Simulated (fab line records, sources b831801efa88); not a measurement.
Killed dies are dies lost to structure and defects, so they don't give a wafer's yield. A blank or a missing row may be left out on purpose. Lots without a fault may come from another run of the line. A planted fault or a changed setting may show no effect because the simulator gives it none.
A struck lot beside a sound one | flow gf180mcu | 15 steps out of a route of 602
Sound: wafers L316.4, L316.5, L316.6. Struck: wafers L302.2, L302.4, L302.6. The cause comes at the end.
At each step with rows: each side's tool, then ch and its chambers, then its first start. Under that, the readings that differ: sound wafers | struck wafers | difference of the means | sigmas: that difference in standard deviations of wafers without a fault.
alike: readings whose means differ by less than 2 such deviations, and words and numbers that are the same on both sides. not compared: withheld readings, readings that some wafer has no value for, bounds like >300 that may hide the same value, and numbers for which the record gives no deviation and whose values overlap.
The two part at a step that has a row with sigmas, a row that says differs or no value, or rows on one side only. Numbers that don't overlap but have no deviation are shown without sigmas and don't part them. A reading that every wafer of one side lacks parts them only if that side has two wafers or more.

first, 1 step without rows for these wafers: GF_PSD_CLEAN_12 (cleans in SC1/SC2, time 150 s).
GF_PSD_RTA_13: time 20 s.
  sound on rtp_anneal-02 ch 0, day 21 03:43; struck on rtp_anneal-01 ch 0, day 16 02:00
  reading            | sound             | struck            | difference | sigmas
  lamp_power_pct (%) | 36.69 36.76 36.65 | 36.19 36.16 36.18 | -0.52      | -2
  alike: wafer_temp_C_max
GF_PSD_RS_MEAS_14: measures by four-point-probe.
  sound on film_metro-03, day 21 03:49; struck on film_metro-01, day 16 02:07
  alike: NSD_RS
GF_PSD_RS_MEAS_15: measures by four-point-probe.
  sound on film_metro-03, day 21 03:56; struck on film_metro-01, day 16 02:14
  reading         | sound                | struck               | difference | sigmas
  PSD_RS (ohm/sq) | 108.41 108.60 108.34 | 109.04 109.09 108.99 | +0.59      | +2
GF_SAB_CVD_00: deposits SiO2 from TEOS, target thk 50 nm, time 4.9302 s.
  sound on pecvd-04 ch 0,1,2, day 21 04:01; struck on pecvd-02 ch 0,1,2, day 16 02:20
  alike: heater_power_w, susceptor_temp_C
GF_SAB_THK_MEAS_01:
  sound on film_metro-04, day 21 04:03; struck on film_metro-03, day 16 02:22
  alike: SAB_CVD_00_THK
then, 6 steps without rows for these wafers: GF_SAB_DEHYDRATE_02 (time 60 s); GF_SAB_HMDS_03 (prime time 60 s); GF_SAB_COAT_04 (resist thk 1000 nm); GF_SAB_SOFTBAKE_05 (time 60 s); GF_SAB_EXPOSE_06 (exposes mask SAB, target cd 420 nm); GF_SAB_PEB_07.
GF_SAB_DEVELOP_08: develop time 60 s.
  sound on litho_track-04 ch 0, day 22 03:35; struck on litho_track-04 ch 0, day 17 00:20
  reading              | sound             | struck            | difference | sigmas
  developer_temp_C (C) | 23.19 22.98 22.98 | 22.21 22.06 22.16 | -0.91      | -7
  alike: resist_line_temp_C
GF_SAB_CD_MEAS_09: target cd 420 nm.
  sound on cd_sem-02, day 22 03:43; struck on cd_sem-02, day 17 00:31
  alike: cd_nm
-- the record jumps here: 14 days lie between the struck wafers' starts before and after (it left off in module SAB and takes up again in module PASSIVATION, whose first step shown is number 602 of the route) --
GF_PASSIVATION_PROBE_99:
  the record has rows for the struck wafers here (prober-01, day 30 14:43) and none for the sound ones

WHERE THEY PART
First at GF_PSD_RTA_13; last, within this record, at GF_PASSIVATION_PROBE_99.

WHY: what the simulator had put in
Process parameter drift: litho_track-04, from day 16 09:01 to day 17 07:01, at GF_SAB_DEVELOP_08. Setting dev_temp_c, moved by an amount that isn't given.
